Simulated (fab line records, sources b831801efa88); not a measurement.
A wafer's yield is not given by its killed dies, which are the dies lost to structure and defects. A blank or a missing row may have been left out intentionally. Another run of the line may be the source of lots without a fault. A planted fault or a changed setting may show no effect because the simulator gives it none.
What tool caused it? / flow gf180mcu / 18 wafers from 6 lots sampled at 3 of the route's 602 steps

WHAT THE GAUGES READ, wafer by wafer
GF_PSD_OVL_MEAS_08.
lot=L705; measured=day 14 11:20; on=overlay-01; PSD_OVL (nm)=-0.6 -0.5 1.3
lot=L709; measured=day 16 05:20; on=overlay-01; PSD_OVL (nm)=-1.6 0.1 -0.9
lot=L716; measured=day 18 17:32; on=overlay-01; PSD_OVL (nm)=0.4 0.7 0.4
lot=L718; measured=day 19 01:35; on=overlay-01; PSD_OVL (nm)=200.0 199.0 203.0
lot=L720; measured=day 19 23:02; on=overlay-02; PSD_OVL (nm)=201.1 202.7 200.3
lot=L727; measured=day 22 07:49; on=overlay-01; PSD_OVL (nm)=2.0 0.5 0.4

WHAT TOOL EACH LOT RAN ON (gives the tool, then ch and the chambers of the sampled wafers, and finally the start)
lot=L705; GF_HV_LDD_STRIP_37=plasmaAsher-02 ch 0,1, day 11 20:43; GF_PSD_EXPOSE_04=ilineStepper-01 ch 0, day 14 00:41
lot=L709; GF_HV_LDD_STRIP_37=plasmaAsher-02 ch 0, day 13 10:32; GF_PSD_EXPOSE_04=ilineStepper-01 ch 0, day 15 17:43
lot=L716; GF_HV_LDD_STRIP_37=plasmaAsher-04 ch 0,1, day 15 15:34; GF_PSD_EXPOSE_04=ilineStepper-01 ch 0, day 18 05:46
lot=L718; GF_HV_LDD_STRIP_37=plasmaAsher-02 ch 0,1, day 16 01:07; GF_PSD_EXPOSE_04=ilineStepper-01 ch 0, day 18 13:37
lot=L720; GF_HV_LDD_STRIP_37=plasmaAsher-03 ch 0,1, day 16 19:20; GF_PSD_EXPOSE_04=ilineStepper-01 ch 0, day 19 10:50
lot=L727; GF_HV_LDD_STRIP_37=plasmaAsher-03 ch 0, day 19 04:05; GF_PSD_EXPOSE_04=ilineStepper-02 ch 0, day 21 20:02
- GF_HV_LDD_STRIP_37: strips in O2/N2.
- GF_PSD_EXPOSE_04: exposes mask Pplus, target cd 400 nm.

THE ANSWER, worked out from the rows above alone
Rule: the lots themselves supply what counts as usual. Put in order of their means at a reading, lots are off if they are a third of the lots or fewer, leave a main group of 4 or more, and stand apart from it by a gap of 3 or more times the standard deviation of the main group's means; of several such gaps the widest counts. If all means in a main group match to the digits the tables above print for the reading, that group is not used. A lot without any number at a reading at which 4 lots or more have one is off too. The other lots that the step has rows for count as sound.
Off: L718, L720, seen at GF_PSD_OVL_MEAS_08 (PSD_OVL). Mean 0.2 nm and standard deviation 0.65 in the main group.
A tool fits if, at a process step before that reading, it ran every lot that is off, and no sound lot after the first of them. The gauges at GF_PSD_OVL_MEAS_08 are tried like those tools. One fits: GF_PSD_EXPOSE_04 on ilineStepper-01. A fault onset in the window from L716 (day 18 05:46, its last sound lot) to L718 (day 18 13:37, its first lot off) fits.

WHAT HAD BEEN PUT IN BY THE SIMULATOR
Scanner matching overlay: ilineStepper-01, from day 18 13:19 on, at GF_PSD_EXPOSE_04. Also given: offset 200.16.
Shown lots that were struck: L718, L720. The rule above found the same.
